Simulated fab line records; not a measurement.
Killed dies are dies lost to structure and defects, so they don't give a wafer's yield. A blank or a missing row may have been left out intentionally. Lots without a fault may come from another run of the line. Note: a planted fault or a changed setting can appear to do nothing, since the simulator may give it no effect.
Which tool is to blame? | flow sky130 | 18 wafers from 6 lots sampled at 3 of the route's 708 steps

## WHAT THE GAUGES SHOWED, per wafer
SKY_SD_P_CD_MEAS_07: the cd target is 380 nm.
lot  | measured     | on       | cdNm (nm)
L872 | day 28 06:25 | cdSem-02 | 379.0 376.4 378.3
L876 | day 29 11:53 | cdSem-02 | 378.6 378.8 380.4
L880 | day 30 16:49 | cdSem-02 | 381.8 380.5 383.7
L882 | day 31 13:17 | cdSem-01 | 375.5 377.6 376.4
L887 | day 32 22:45 | cdSem-02 | 378.3 376.6 378.3
L889 | day 33 05:56 | cdSem-01 | 377.6 377.1 376.8

## WHICH TOOL RAN EACH LOT (tool, then ch and the chambers of the sampled wafers, then the start)
lot  | SKY_SONOS_ONO_ETCH_15             | SKY_SD_P_EXPOSE_04
L872 | rieDiel-02 ch 2,3, day 15 03:05   | ilineStepper-02 ch 0, day 27 16:25
L876 | rieDiel-04 ch 1,2, day 16 09:50   | ilineStepper-01 ch 0, day 28 22:11
L880 | rieDiel-04 ch 2,3, day 17 17:17   | ilineStepper-02 ch 0, day 30 01:58
L882 | rieDiel-04 ch 1,2,3, day 18 15:27 | ilineStepper-01 ch 0, day 30 22:58
L887 | rieDiel-02 ch 0,1,3, day 20 07:13 | ilineStepper-01 ch 0, day 32 09:31
L889 | rieDiel-04 ch 1,2,3, day 20 10:47 | ilineStepper-02 ch 0, day 32 16:19
- SKY_SONOS_ONO_ETCH_15: etches the open film in CHF3/O2, target depth 19.52 nm, time 7.8 s.
- SKY_SD_P_EXPOSE_04: exposes mask PSDM, target cd 380 nm.

## THE ANSWER, worked out from the rows above alone
Rule: usual is defined by the lots themselves. Put in order of their means at a reading, lots are off if they are a third of the lots or fewer, leave a main group of 4 or more, and stand apart from it by a gap of 3 or more times the standard deviation of the main group's means; of several such gaps the widest counts. Not used: any main group whose means are identical at the precision the tables above print for the reading. A lot without any number at a reading at which 4 lots or more have one is off too. Where the step has rows for the other lots, those lots are counted as sound.
No lot is off on any of the readings shown, so nothing can be concluded from this.

## WHAT WAS PUT IN BY THE SIMULATOR
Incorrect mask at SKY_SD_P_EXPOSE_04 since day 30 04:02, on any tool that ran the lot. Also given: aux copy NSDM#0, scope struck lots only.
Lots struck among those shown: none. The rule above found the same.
